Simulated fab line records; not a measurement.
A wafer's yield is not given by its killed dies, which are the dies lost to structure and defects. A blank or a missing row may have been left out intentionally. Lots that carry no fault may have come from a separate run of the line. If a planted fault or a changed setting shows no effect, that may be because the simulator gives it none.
fab line records | flow gf180mcu | part 1 of 2: steps 1 to 26 of 36
record lots=5 | wafers=15 | last_day=34
route steps=602 shown M1@325 V1@335
lots with no fault: from the same line, run without faults
start_h: hours from the record's first day to the start of the lot's first wafer shown | wait_h: time in hours since the lot's previous step | " the same as in the row above | L1.1+2: one row covering several wafers at once | - value missing, or start not given | * or withheld: withheld | < > ~ a bound
route shown NAME@n: a module of which the file shows steps, and the number in the route of the first | usual: the fault-free wafers' mean and standard deviation | same: alike in all rows | chamber/n: place in a boat | sites: the reading at each site | _std_site: the values' standard deviation | _edge_site: inner sites' mean taken away from outer sites' mean | radius_mm: for every site, how far away it sits from the centre of the wafer | mask NAME#n: copy n | behind: tool/chamber where the wafer was last shaped | hold: cause of the lot's hold/its duration in hours/its outcome | device: which transistor (n, p or np) failed to switch | end of line: tests run on the same wafers once the route is complete | step lacking rows: just its recipe | killed: count of dies lost to structure and defects at first sort (not the wafer's yield) | map: the dies of a wafer, with x for killed, . for not killed, _ for no die there
set.NAME: the setting the step ran with; set.NAME@STEP: the setting that earlier step ran with | model.NAME: the simulator's own value behind a step, which no gauge read
lots seen at some steps along the route; tables by step, rows by wafer
services: when a tool's chamber went out of use (start_h, in hours from the record's first day, below 0 if earlier), for how many hours, and the reason
## steps
# step GF_M1_SOFTBAKE_10
# recipe temp_c=130 | time_s=60 | resist=KrF
# usual exhaust_pa=45.1/0.85
lot.wafer | tool           | chamber | start_h | wait_h | exhaust_pa
L084.1    | litho_track-01 | 0       | 484.75  | 0.1    | 44.9
L084.4    | "              | 0       | "       | "      | 45.0
L084.6    | "              | 0       | "       | "      | 44.6
L086.2    | litho_track-04 | 0       | 498.18  | 0.1    | 45.8
L086.4    | "              | 0       | "       | "      | 44.0
L086.6    | "              | 0       | "       | "      | 46.2
L092.1    | litho_track-03 | 0       | 546.39  | 0.1    | 45.1
L092.4    | "              | 0       | "       | "      | 43.9
L092.5    | "              | 0       | "       | "      | 44.7
L093.2    | litho_track-04 | 0       | 553.48  | 0.1    | 44.5
L093.3    | "              | 0       | "       | "      | 44.4
L093.6    | "              | 0       | "       | "      | 44.7
L095.1    | litho_track-04 | 0       | 568.06  | 0.1    | 44.8
L095.4    | "              | 0       | "       | "      | 45.6
L095.5    | "              | 0       | "       | "      | 44.4
# step GF_M1_EXPOSE_11
# recipe mask_id=Metal1 | target_cd_nm=230 | na=0.68 | source_shape=conventional | sigma_outer=0.6 | dose_mj=28
# usual stage_vel_mm_s=500.03/0.27
lot.wafer | tool           | chamber | start_h | wait_h | mask     | stage_vel_mm_s
L084.1    | krf_scanner-01 | 0       | -       | -      | Metal1#0 | 500.39
L084.4    | "              | 0       | "       | "      | Metal1#0 | 500.41
L084.6    | "              | 0       | "       | "      | Metal1#0 | 500.67
L086.2    | krf_scanner-02 | 0       | -       | -      | Metal1#0 | 500.03
L086.4    | "              | 0       | "       | "      | Metal1#0 | 500.29
L086.6    | "              | 0       | "       | "      | Metal1#0 | 500.24
L092.1    | krf_scanner-01 | 0       | -       | -      | Metal1#0 | 500.38
L092.4    | "              | 0       | "       | "      | Metal1#0 | 500.09
L092.5    | "              | 0       | "       | "      | Metal1#0 | 499.70
L093.2    | krf_scanner-02 | 0       | -       | -      | Metal1#0 | 500.21
L093.3    | "              | 0       | "       | "      | Metal1#0 | 500.01
L093.6    | "              | 0       | "       | "      | Metal1#0 | 500.10
L095.1    | krf_scanner-02 | 0       | -       | -      | Metal1#0 | 500.16
L095.4    | "              | 0       | "       | "      | Metal1#0 | 500.01
L095.5    | "              | 0       | "       | "      | Metal1#0 | 499.96
# step GF_M1_PEB_12
# recipe peb_temp_c=133.8 | peb_time_s=90 | resist=KrF
# usual exhaust_pa=45.0/0.98
lot.wafer | tool           | chamber | start_h | wait_h | exhaust_pa
L084.1    | litho_track-04 | 0       | -       | -      | 45.3
L084.4    | "              | 0       | "       | "      | 43.2
L084.6    | "              | 0       | "       | "      | 44.8
L086.2    | litho_track-01 | 0       | -       | -      | 44.9
L086.4    | "              | 0       | "       | "      | 44.5
L086.6    | "              | 0       | "       | "      | 44.0
L092.1    | litho_track-03 | 0       | -       | -      | 45.3
L092.4    | "              | 0       | "       | "      | 45.2
L092.5    | "              | 0       | "       | "      | 45.6
L093.2    | litho_track-04 | 0       | -       | -      | 45.2
L093.3    | "              | 0       | "       | "      | 45.4
L093.6    | "              | 0       | "       | "      | 44.6
L095.1    | litho_track-03 | 0       | -       | -      | 42.7
L095.4    | "              | 0       | "       | "      | 45.0
L095.5    | "              | 0       | "       | "      | 42.6
# step GF_M1_DEVELOP_13
# recipe develop_time_s=60 | dev_temp_c=21
# usual exhaust_pa=44.9/0.87
lot.wafer | tool           | chamber | start_h | wait_h | exhaust_pa
L084.1    | litho_track-04 | 0       | 496.61  | 0.2    | 45.4
L084.4    | "              | 0       | "       | "      | 45.6
L084.6    | "              | 0       | "       | "      | 44.4
L086.2    | litho_track-01 | 0       | 509.88  | 0.2    | 45.0
L086.4    | "              | 0       | "       | "      | 44.6
L086.6    | "              | 0       | "       | "      | 45.9
L092.1    | litho_track-03 | 0       | 556.94  | 0.2    | 45.9
L092.4    | "              | 0       | "       | "      | 45.1
L092.5    | "              | 0       | "       | "      | 46.8
L093.2    | litho_track-04 | 0       | 563.08  | 0.2    | 46.1
L093.3    | "              | 0       | "       | "      | 45.4
L093.6    | "              | 0       | "       | "      | 46.7
L095.1    | litho_track-03 | 0       | 579.14  | 0.2    | 45.2
L095.4    | "              | 0       | "       | "      | 43.6
L095.5    | "              | 0       | "       | "      | 44.0
# step GF_M1_CD_MEAS_14
# recipe target_cd_nm=230
# usual cd_nm=230.2/1
lot.wafer | tool      | chamber | start_h | wait_h | cd_nm
L084.1    | cd_sem-02 | -       | 496.76  | 0.1    | 228.5
L084.4    | "         | -       | "       | "      | 229.6
L084.6    | "         | -       | "       | "      | 228.6
L086.2    | cd_sem-01 | -       | 510.02  | 0.1    | 230.8
L086.4    | "         | -       | "       | "      | 230.0
L086.6    | "         | -       | "       | "      | 231.0
L092.1    | cd_sem-01 | -       | 557.09  | 0.1    | 229.8
L092.4    | "         | -       | "       | "      | 229.7
L092.5    | "         | -       | "       | "      | 229.4
L093.2    | cd_sem-02 | -       | 563.23  | 0.1    | 228.2
L093.3    | "         | -       | "       | "      | 228.6
L093.6    | "         | -       | "       | "      | 228.6
L095.1    | cd_sem-01 | -       | 579.29  | 0.1    | 232.1
L095.4    | "         | -       | "       | "      | 231.1
L095.5    | "         | -       | "       | "      | 231.5
# step GF_M1_OVL_MEAS_15
# usual M1_OVL=2/4.7
lot.wafer | tool       | chamber | start_h | wait_h | M1_OVL[nm]
L084.1    | overlay-01 | -       | 496.88  | 0.1    | 0
L084.4    | "          | -       | "       | "      | 3
L084.6    | "          | -       | "       | "      | -1
L086.2    | overlay-01 | -       | 510.13  | 0.1    | -1
L086.4    | "          | -       | "       | "      | -1
L086.6    | "          | -       | "       | "      | -2
L092.1    | overlay-02 | -       | 557.21  | 0.1    | 2
L092.4    | "          | -       | "       | "      | -5
L092.5    | "          | -       | "       | "      | -2
L093.2    | overlay-02 | -       | 563.33  | 0.1    | 2
L093.3    | "          | -       | "       | "      | -6
L093.6    | "          | -       | "       | "      | 0
L095.1    | overlay-02 | -       | 579.41  | 0.1    | 5
L095.4    | "          | -       | "       | "      | 4
L095.5    | "          | -       | "       | "      | 3
# step GF_M1_METAL_ETCH_16
# recipe chemistry=Cl2/BCl3 | mask_material=KrF | target_depth_nm=627.5 | stop_on=SiO2 | pressure_mtorr=8 | icp_w=800 | bias_w=140 | Cl2_flow_sccm=80 | bcl3_flow_sccm=40 | time_s=104.6
# usual drypump_motor_current_A=5.8/0.55 | mfc_cl2_sccm=80.02/0.24 | oes_product_au=0.972/0.0064 | rf_fwd_power_W=795.8/2.5 | throttle_valve_pct=28.250/0.011
lot.wafer | tool         | chamber | start_h | wait_h | drypump_motor_current_A | mfc_cl2_sccm | oes_product_au | rf_fwd_power_W | rf_hours_counter_h | throttle_valve_pct
L084.1    | rie_metal-04 | 1       | 496.92  | 0.0    | 5.2                     | 80.12        | 0.961          | 798.4          | 6                  | 28.265
L084.4    | "            | 1       | "       | "      | 5.2                     | 79.82        | 0.971          | 797.3          | -                  | 28.252
L084.6    | "            | 1       | "       | "      | 5.2                     | 80.12        | 0.964          | 798.0          | -                  | 28.258
L086.2    | rie_metal-01 | 1       | 510.16  | 0.0    | 5.4                     | 80.06        | 0.972          | 791.8          | 11                 | 28.238
L086.4    | "            | 0       | "       | "      | 5.6                     | 79.87        | 0.956          | 793.8          | -                  | 28.239
L086.6    | "            | 1       | "       | "      | 5.4                     | 80.18        | 0.970          | 792.6          | -                  | 28.245
L092.1    | rie_metal-01 | 0       | 557.25  | 0.0    | 5.6                     | 80.14        | 0.979          | 796.3          | 2                  | 28.242
L092.4    | "            | 1       | "       | "      | 5.4                     | 80.10        | 0.969          | 793.0          | -                  | 28.264
L092.5    | "            | 0       | "       | "      | 5.6                     | 80.03        | 0.973          | 791.6          | -                  | 28.247
L093.2    | rie_metal-02 | 1       | 563.40  | 0.1    | 6.6                     | 80.18        | 0.978          | 794.6          | -                  | 28.249
L093.3    | "            | 1       | "       | "      | 6.6                     | 80.39        | 0.982          | 795.6          | -                  | 28.235
L093.6    | "            | 1       | "       | "      | 6.6                     | 79.69        | 0.966          | 798.3          | -                  | 28.245
L095.1    | rie_metal-01 | 1       | 579.45  | 0.0    | 5.4                     | 79.52        | 0.971          | 792.9          | 1                  | 28.238
L095.4    | "            | 0       | "       | "      | 5.6                     | 79.96        | 0.966          | 796.5          | -                  | 28.240
L095.5    | "            | 1       | "       | "      | 5.4                     | 79.83        | 0.970          | 791.5          | -                  | 28.248
# step GF_M1_STRIP_17
# recipe chemistry=O2/N2 | power_w=1400 | pressure_mtorr=1500 | platen_temp_c=250 | o2_flow_sccm=3000 | n2_flow_sccm=300 | overash_fraction=0.5
# usual drypump_motor_current_A=5.6/0.46 | heater_power_w=346/46 | oes_product_au=0.557/0.0046 | strip_time_to_endpoint_s=7.86/0.041
lot.wafer | tool            | chamber | start_h | wait_h | drypump_motor_current_A | heater_power_w | oes_product_au | rf_hours_counter_h | strip_time_to_endpoint_s
L084.1    | plasma_asher-04 | 0       | 497.14  | 0.2    | 4.9                     | 384            | 0.560          | 71                 | 7.91
L084.4    | "               | 1       | "       | "      | 5.9                     | 301            | 0.556          | -                  | 7.85
L084.6    | "               | 1       | "       | "      | 5.9                     | 298            | 0.559          | -                  | 7.89
L086.2    | plasma_asher-02 | 1       | 510.27  | 0.1    | 6.2                     | 289            | 0.559          | 94                 | 7.88
L086.4    | "               | 1       | "       | "      | 6.2                     | 296            | 0.552          | -                  | 7.91
L086.6    | "               | 1       | "       | "      | 6.2                     | 297            | 0.556          | -                  | 7.88
L092.1    | plasma_asher-04 | 0       | 557.36  | 0.1    | 4.9                     | 392            | 0.564          | 76                 | 7.82
L092.4    | "               | 0       | "       | "      | 4.9                     | 375            | 0.560          | -                  | 7.85
L092.5    | "               | 1       | "       | "      | 5.9                     | 305            | 0.556          | -                  | 7.83
L093.2    | plasma_asher-02 | 0       | 563.59  | 0.1    | 5.7                     | 428            | 0.559          | 100                | 7.84
L093.3    | "               | 1       | "       | "      | 6.2                     | 304            | 0.552          | -                  | 7.84
L093.6    | "               | 1       | "       | "      | 6.2                     | 304            | 0.564          | -                  | 7.86
L095.1    | plasma_asher-04 | 0       | 579.56  | 0.1    | 4.9                     | 391            | 0.555          | 78                 | 7.89
L095.4    | "               | 0       | "       | "      | 4.9                     | 385            | 0.561          | -                  | 7.81
L095.5    | "               | 0       | "       | "      | 4.9                     | 379            | 0.553          | -                  | 7.81
# step GF_M1_STRIP_18
# recipe chemistry=post_etch_residue_remover | time_s=1200 | temp_c=72.5
lot.wafer  | tool         | chamber | start_h | wait_h
L084.1+4+6 | wet_bench-03 | 1       | 497.24  | 0.1
L086.2+4+6 | wet_bench-03 | 0       | 510.37  | 0.1
L092.1+4+5 | wet_bench-03 | 3       | 557.46  | 0.1
L093.2+3+6 | wet_bench-02 | 3       | 563.69  | 0.1
L095.1+4+5 | wet_bench-01 | 2       | 579.66  | 0.1
# step GF_M1_CLEAN_19
# recipe chemistry=DIW | dry=n2_spin
lot.wafer  | tool         | chamber | start_h | wait_h
L084.1+4+6 | wet_bench-02 | 2       | 497.58  | 0.0
L086.2+4+6 | wet_bench-01 | 1       | 510.71  | 0.0
L092.1+4+5 | wet_bench-02 | 0       | 557.80  | 0.0
L093.2+3+6 | wet_bench-01 | 2       | 564.03  | 0.0
L095.1+4+5 | wet_bench-03 | 1       | 580.00  | 0.0
# step GF_V1_CVD_00
# recipe material=SiO2 | target_thk_nm=600 | sigma_open_frac=0.3 | temp_c=400 | time_s=100 | sih4_flow_sccm=60 | pressure_mtorr=6
lot.wafer  | tool      | chamber | start_h | wait_h
L084.1+4+6 | hdpcvd-01 | 2,2,0   | 497.67  | 0.0
L086.2+4+6 | hdpcvd-01 | 2,1,2   | 510.80  | 0.0
L092.1+4+5 | hdpcvd-01 | 0,2,1   | 557.99  | 0.0
L093.2+3+6 | hdpcvd-01 | 2,0,2   | 564.13  | 0.0
L095.1+4+5 | hdpcvd-01 | 2,2,1   | 580.09  | 0.0
# step GF_V1_THK_MEAS_01
# recipe reads=SiO2_of_V1_CVD_00
# usual V1_CVD_00_THK=600/7.4
lot.wafer | tool          | chamber | start_h | wait_h | V1_CVD_00_THK[nm]
L084.1    | film_metro-04 | -       | 497.75  | 0.0    | 596
L084.4    | "             | -       | "       | "      | 588
L084.6    | "             | -       | "       | "      | 590
L086.2    | film_metro-03 | -       | 510.89  | 0.0    | 600
L086.4    | "             | -       | "       | "      | 589
L086.6    | "             | -       | "       | "      | 596
L092.1    | film_metro-02 | -       | 558.06  | 0.0    | 597
L092.4    | "             | -       | "       | "      | 595
L092.5    | "             | -       | "       | "      | 597
L093.2    | film_metro-02 | -       | 564.21  | 0.0    | 610
L093.3    | "             | -       | "       | "      | 613
L093.6    | "             | -       | "       | "      | 614
L095.1    | film_metro-04 | -       | 580.17  | 0.0    | 604
L095.4    | "             | -       | "       | "      | 600
L095.5    | "             | -       | "       | "      | 594
# step GF_V1_CVD_02
# recipe material=SiO2 | target_thk_nm=850 | precursor=TEOS | temp_c=400 | time_s=94.851 | rf_w=600
# usual heater_power_w=659/100 | rf_fwd_power_W=595.8/1.9
lot.wafer | tool     | chamber | start_h | wait_h | heater_power_w | rf_fwd_power_W
L084.1    | pecvd-03 | 1       | 497.81  | 0.1    | 757            | 596.7
L084.4    | "        | 1       | "       | "      | 785            | 595.4
L084.6    | "        | 2       | "       | "      | 690            | 594.3
L086.2    | pecvd-03 | 1       | 510.94  | 0.0    | 741            | 594.7
L086.4    | "        | 0       | "       | "      | 561            | 596.1
L086.6    | "        | 1       | "       | "      | 812            | 593.5
L092.1    | pecvd-01 | 1       | 558.12  | 0.1    | 860            | 596.9
L092.4    | "        | 1       | "       | "      | 690            | 594.6
L092.5    | "        | 2       | "       | "      | 628            | 596.9
L093.2    | pecvd-03 | 2       | 564.26  | 0.0    | 629            | 597.3
L093.3    | "        | 0       | "       | "      | 488            | 595.4
L093.6    | "        | 1       | "       | "      | 748            | 594.6
L095.1    | pecvd-01 | 0       | 580.23  | 0.1    | 627            | 597.5
L095.4    | "        | 0       | "       | "      | 686            | 598.2
L095.5    | "        | 1       | "       | "      | 827            | 596.2
# step GF_V1_THK_MEAS_03
# recipe reads=SiO2_of_V1_CVD_02
# usual V1_CVD_02_THK=848/12
lot.wafer | tool          | chamber | start_h | wait_h | V1_CVD_02_THK[nm]
L084.1    | film_metro-02 | -       | 497.87  | 0.0    | 844
L084.4    | "             | -       | "       | "      | 863
L084.6    | "             | -       | "       | "      | 866
L086.2    | film_metro-04 | -       | 511.02  | 0.0    | 843
L086.4    | "             | -       | "       | "      | 853
L086.6    | "             | -       | "       | "      | 859
L092.1    | film_metro-04 | -       | 558.19  | 0.0    | 857
L092.4    | "             | -       | "       | "      | 866
L092.5    | "             | -       | "       | "      | 870
L093.2    | film_metro-02 | -       | 564.34  | 0.0    | 845
L093.3    | "             | -       | "       | "      | 848
L093.6    | "             | -       | "       | "      | 859
L095.1    | film_metro-04 | -       | 580.33  | 0.1    | 830
L095.4    | "             | -       | "       | "      | 847
L095.5    | "             | -       | "       | "      | 859
# step GF_V1_CMP_04
# recipe material=SiO2 | down_force_psi=4 | platen_rpm=60 | pad_velocity_m_s=0.94248
# usual motor_current_A=12.0/1.5 | time_to_endpoint_s=78/5.2
lot.wafer | tool   | chamber | start_h | wait_h | motor_current_A | time_to_endpoint_s
L084.4    | cmp-02 | 1       | 497.98  | 0.1    | 11.3            | 91
L084.1    | "      | 3       | "       | "      | 11.9            | 80
L084.6    | "      | 1       | "       | "      | 12.0            | 89
L086.4    | cmp-02 | 3       | 511.07  | 0.0    | 11.3            | 78
L086.2    | "      | 0       | "       | "      | 11.2            | 77
L086.6    | "      | 3       | "       | "      | 11.2            | 83
L092.1    | cmp-01 | 3       | 558.35  | 0.1    | 15.0            | 78
L092.4    | "      | 0       | "       | "      | 10.8            | 90
L092.5    | "      | 1       | "       | "      | 10.6            | 83
L093.2    | cmp-01 | 0       | 564.39  | 0.0    | 11.3            | 83
L093.3    | "      | 3       | "       | "      | 14.5            | 75
L093.6    | "      | 1       | "       | "      | 11.1            | 81
L095.1    | cmp-02 | 0       | 582.02  | 1.7    | 12.0            | 68
L095.4    | "      | 2       | "       | "      | 15.1            | 76
L095.5    | "      | 1       | "       | "      | 11.1            | 82
# step GF_V1_BOW_MEAS_05
# recipe mode=bow
# usual V1_BOW=83/8.1
lot.wafer | tool          | chamber | start_h | wait_h | V1_BOW[um]
L084.1    | film_metro-04 | -       | 498.23  | 0.1    | 75
L084.4    | "             | -       | "       | "      | 70
L084.6    | "             | -       | "       | "      | 78
L086.2    | film_metro-04 | -       | 511.39  | 0.2    | 96
L086.4    | "             | -       | "       | "      | 77
L086.6    | "             | -       | "       | "      | 92
L092.1    | film_metro-04 | -       | 558.55  | 0.1    | 83
L092.4    | "             | -       | "       | "      | 72
L092.5    | "             | -       | "       | "      | 76
L093.2    | film_metro-02 | -       | 564.71  | 0.3    | 85
L093.3    | "             | -       | "       | "      | 77
L093.6    | "             | -       | "       | "      | 88
L095.1    | film_metro-02 | -       | 582.32  | 0.2    | 93
L095.4    | "             | -       | "       | "      | 89
L095.5    | "             | -       | "       | "      | 95
# step GF_V1_DEHYDRATE_06
# recipe temp_c=200 | time_s=60
# usual exhaust_pa=44.9/0.85
lot.wafer | tool           | chamber | start_h | wait_h | exhaust_pa
L084.1    | litho_track-03 | 0       | 509.14  | 10.9   | 44.2
L084.4    | "              | 0       | "       | "      | 44.1
L084.6    | "              | 0       | "       | "      | 44.1
L086.2    | litho_track-03 | 0       | 522.42  | 11.0   | 45.5
L086.4    | "              | 0       | "       | "      | 44.5
L086.6    | "              | 0       | "       | "      | 44.8
L092.1    | litho_track-04 | 0       | 568.81  | 10.2   | 45.2
L092.4    | "              | 0       | "       | "      | 44.6
L092.5    | "              | 0       | "       | "      | 44.9
L093.2    | litho_track-02 | 0       | 575.95  | 11.2   | 45.4
L093.3    | "              | 0       | "       | "      | 44.7
L093.6    | "              | 0       | "       | "      | 43.3
L095.1    | litho_track-04 | 0       | 591.91  | 9.6    | 45.3
L095.4    | "              | 0       | "       | "      | 45.8
L095.5    | "              | 0       | "       | "      | 45.9
# step GF_V1_HMDS_07
# recipe prime_time_s=60 | prime_temp_c=120
# usual exhaust_pa=44.9/0.94
lot.wafer | tool           | chamber | start_h | wait_h | exhaust_pa
L084.1    | litho_track-03 | 0       | 509.29  | 0.1    | 46.0
L084.4    | "              | 0       | "       | "      | 44.9
L084.6    | "              | 0       | "       | "      | 44.7
L086.2    | litho_track-03 | 0       | 522.57  | 0.1    | 45.1
L086.4    | "              | 0       | "       | "      | 44.2
L086.6    | "              | 0       | "       | "      | 44.9
L092.1    | litho_track-04 | 0       | 568.96  | 0.1    | 46.0
L092.4    | "              | 0       | "       | "      | 45.4
L092.5    | "              | 0       | "       | "      | 45.1
L093.2    | litho_track-02 | 0       | 576.10  | 0.1    | 43.7
L093.3    | "              | 0       | "       | "      | 43.7
L093.6    | "              | 0       | "       | "      | 44.7
L095.1    | litho_track-04 | 0       | 592.06  | 0.1    | 46.1
L095.4    | "              | 0       | "       | "      | 44.4
L095.5    | "              | 0       | "       | "      | 45.2
# step GF_V1_COAT_08
# recipe resist=BARC | temp_c=withheld | time_s=withheld | spin_rpm=withheld | resist_thk_nm=withheld
# usual exhaust_pa=45.1/0.88
lot.wafer | tool           | chamber | start_h | wait_h | exhaust_pa
L084.1    | litho_track-03 | 0       | 509.44  | 0.1    | 44.8
L084.4    | "              | 0       | "       | "      | 44.5
L084.6    | "              | 0       | "       | "      | 45.7
L086.2    | litho_track-03 | 0       | 522.72  | 0.1    | 44.2
L086.4    | "              | 0       | "       | "      | 43.8
L086.6    | "              | 0       | "       | "      | 45.2
L092.1    | litho_track-04 | 0       | 569.11  | 0.1    | 44.4
L092.4    | "              | 0       | "       | "      | 46.8
L092.5    | "              | 0       | "       | "      | 44.5
L093.2    | litho_track-02 | 0       | 576.25  | 0.1    | 44.6
L093.3    | "              | 0       | "       | "      | 44.8
L093.6    | "              | 0       | "       | "      | 44.7
L095.1    | litho_track-04 | 0       | 592.21  | 0.1    | 44.3
L095.4    | "              | 0       | "       | "      | 45.2
L095.5    | "              | 0       | "       | "      | 44.9
# step GF_V1_COAT_09
# recipe resist=KrF | spin_rpm=withheld | resist_thk_nm=1000
# usual exhaust_pa=45.2/0.97
lot.wafer | tool           | chamber | start_h | wait_h | exhaust_pa
L084.1    | litho_track-03 | 0       | -       | -      | 45.0
L084.4    | "              | 0       | "       | "      | 45.8
L084.6    | "              | 0       | "       | "      | 45.6
L086.2    | litho_track-03 | 0       | -       | -      | 45.3
L086.4    | "              | 0       | "       | "      | 44.8
L086.6    | "              | 0       | "       | "      | 46.1
L092.1    | litho_track-04 | 0       | -       | -      | 44.9
L092.4    | "              | 0       | "       | "      | 43.0
L092.5    | "              | 0       | "       | "      | 43.4
L093.2    | litho_track-02 | 0       | -       | -      | 46.0
L093.3    | "              | 0       | "       | "      | 45.9
L093.6    | "              | 0       | "       | "      | 45.2
L095.1    | litho_track-04 | 0       | -       | -      | 46.3
L095.4    | "              | 0       | "       | "      | 45.1
L095.5    | "              | 0       | "       | "      | 45.1
# step GF_V1_SOFTBAKE_10
# recipe temp_c=130 | time_s=60 | resist=KrF
# usual exhaust_pa=45.1/1.1
lot.wafer | tool           | chamber | start_h | wait_h | exhaust_pa
L084.1    | litho_track-03 | 0       | -       | -      | 45.4
L084.4    | "              | 0       | "       | "      | 46.0
L084.6    | "              | 0       | "       | "      | 45.8
L086.2    | litho_track-03 | 0       | -       | -      | 44.2
L086.4    | "              | 0       | "       | "      | 45.8
L086.6    | "              | 0       | "       | "      | 45.0
L092.1    | litho_track-04 | 0       | -       | -      | 47.1
L092.4    | "              | 0       | "       | "      | 47.4
L092.5    | "              | 0       | "       | "      | 46.8
L093.2    | litho_track-02 | 0       | -       | -      | 45.8
L093.3    | "              | 0       | "       | "      | 45.5
L093.6    | "              | 0       | "       | "      | 44.2
L095.1    | litho_track-04 | 0       | -       | -      | 44.1
L095.4    | "              | 0       | "       | "      | 45.2
L095.5    | "              | 0       | "       | "      | 45.6
# step GF_V1_EXPOSE_11
# recipe mask_id=Via1 | target_cd_nm=260 | na=0.68 | source_shape=conventional | sigma_outer=0.6 | dose_mj=38
# usual stage_vel_mm_s=500.05/0.24
lot.wafer | tool           | chamber | start_h | wait_h | mask   | stage_vel_mm_s
L084.1    | krf_scanner-02 | 0       | -       | -      | Via1#0 | 499.78
L084.4    | "              | 0       | "       | "      | Via1#0 | 500.17
L084.6    | "              | 0       | "       | "      | Via1#0 | 500.37
L086.2    | krf_scanner-01 | 0       | -       | -      | Via1#0 | 500.27
L086.4    | "              | 0       | "       | "      | Via1#0 | 499.90
L086.6    | "              | 0       | "       | "      | Via1#0 | 499.94
L092.1    | krf_scanner-01 | 0       | -       | -      | Via1#0 | 500.09
L092.4    | "              | 0       | "       | "      | Via1#0 | 500.20
L092.5    | "              | 0       | "       | "      | Via1#0 | 499.62
L093.2    | krf_scanner-01 | 0       | -       | -      | Via1#0 | 500.09
L093.3    | "              | 0       | "       | "      | Via1#0 | 499.71
L093.6    | "              | 0       | "       | "      | Via1#0 | 500.11
L095.1    | krf_scanner-02 | 0       | -       | -      | Via1#0 | 499.98
L095.4    | "              | 0       | "       | "      | Via1#0 | 500.11
L095.5    | "              | 0       | "       | "      | Via1#0 | 500.27
# step GF_V1_PEB_12
# recipe peb_temp_c=135 | peb_time_s=90 | resist=KrF
# usual exhaust_pa=45.3/0.86
lot.wafer | tool           | chamber | start_h | wait_h | exhaust_pa
L084.1    | litho_track-02 | 0       | -       | -      | 45.9
L084.4    | "              | 0       | "       | "      | 45.7
L084.6    | "              | 0       | "       | "      | 45.7
L086.2    | litho_track-03 | 0       | -       | -      | 44.8
L086.4    | "              | 0       | "       | "      | 45.4
L086.6    | "              | 0       | "       | "      | 44.8
L092.1    | litho_track-02 | 0       | -       | -      | 44.6
L092.4    | "              | 0       | "       | "      | 43.8
L092.5    | "              | 0       | "       | "      | 44.7
L093.2    | litho_track-02 | 0       | -       | -      | 46.2
L093.3    | "              | 0       | "       | "      | 44.4
L093.6    | "              | 0       | "       | "      | 45.4
L095.1    | litho_track-02 | 0       | -       | -      | 46.0
L095.4    | "              | 0       | "       | "      | 46.5
L095.5    | "              | 0       | "       | "      | 46.5
# step GF_V1_DEVELOP_13
# recipe develop_time_s=60 | resist=KrF | dev_temp_c=21
# usual exhaust_pa=44.8/0.92
lot.wafer | tool           | chamber | start_h | wait_h | exhaust_pa
L084.1    | litho_track-02 | 0       | 520.93  | 0.2    | 46.2
L084.4    | "              | 0       | "       | "      | 46.8
L084.6    | "              | 0       | "       | "      | 46.9
L086.2    | litho_track-03 | 0       | 534.52  | 0.2    | 46.0
L086.4    | "              | 0       | "       | "      | 45.6
L086.6    | "              | 0       | "       | "      | 46.4
L092.1    | litho_track-02 | 0       | 580.88  | 0.2    | 45.5
L092.4    | "              | 0       | "       | "      | 43.5
L092.5    | "              | 0       | "       | "      | 45.0
L093.2    | litho_track-02 | 0       | 586.25  | 0.2    | 44.4
L093.3    | "              | 0       | "       | "      | 43.1
L093.6    | "              | 0       | "       | "      | 43.8
L095.1    | litho_track-02 | 0       | 603.48  | 0.2    | 44.5
L095.4    | "              | 0       | "       | "      | 44.9
L095.5    | "              | 0       | "       | "      | 45.1
# step GF_V1_CD_MEAS_14
# recipe target_cd_nm=260
# usual cd_nm=260.0/1.3
lot.wafer | tool      | chamber | start_h | wait_h | cd_nm
L084.1    | cd_sem-02 | -       | 521.08  | 0.1    | 259.2
L084.4    | "         | -       | "       | "      | 259.5
L084.6    | "         | -       | "       | "      | 258.8
L086.2    | cd_sem-01 | -       | 534.66  | 0.1    | 259.0
L086.4    | "         | -       | "       | "      | 258.1
L086.6    | "         | -       | "       | "      | 259.9
L092.1    | cd_sem-01 | -       | 581.03  | 0.1    | 260.7
L092.4    | "         | -       | "       | "      | 258.8
L092.5    | "         | -       | "       | "      | 261.7
L093.2    | cd_sem-02 | -       | 586.40  | 0.1    | 260.7
L093.3    | "         | -       | "       | "      | 258.8
L093.6    | "         | -       | "       | "      | 258.9
L095.1    | cd_sem-01 | -       | 603.63  | 0.1    | 261.8
L095.4    | "         | -       | "       | "      | 261.3
L095.5    | "         | -       | "       | "      | 260.9
# step GF_V1_OVL_MEAS_15
# usual V1_OVL=2/5.4
lot.wafer | tool       | chamber | start_h | wait_h | V1_OVL[nm]
L084.1    | overlay-02 | -       | 521.20  | 0.1    | -2
L084.4    | "          | -       | "       | "      | 1
L084.6    | "          | -       | "       | "      | 2
L086.2    | overlay-02 | -       | 534.77  | 0.1    | 5
L086.4    | "          | -       | "       | "      | -2
L086.6    | "          | -       | "       | "      | 2
L092.1    | overlay-01 | -       | 581.15  | 0.1    | 3
L092.4    | "          | -       | "       | "      | -1
L092.5    | "          | -       | "       | "      | -1
L093.2    | overlay-01 | -       | 586.50  | 0.1    | -2
L093.3    | "          | -       | "       | "      | 6
L093.6    | "          | -       | "       | "      | -3
L095.1    | overlay-01 | -       | 603.75  | 0.1    | -4
L095.4    | "          | -       | "       | "      | 7
L095.5    | "          | -       | "       | "      | -2
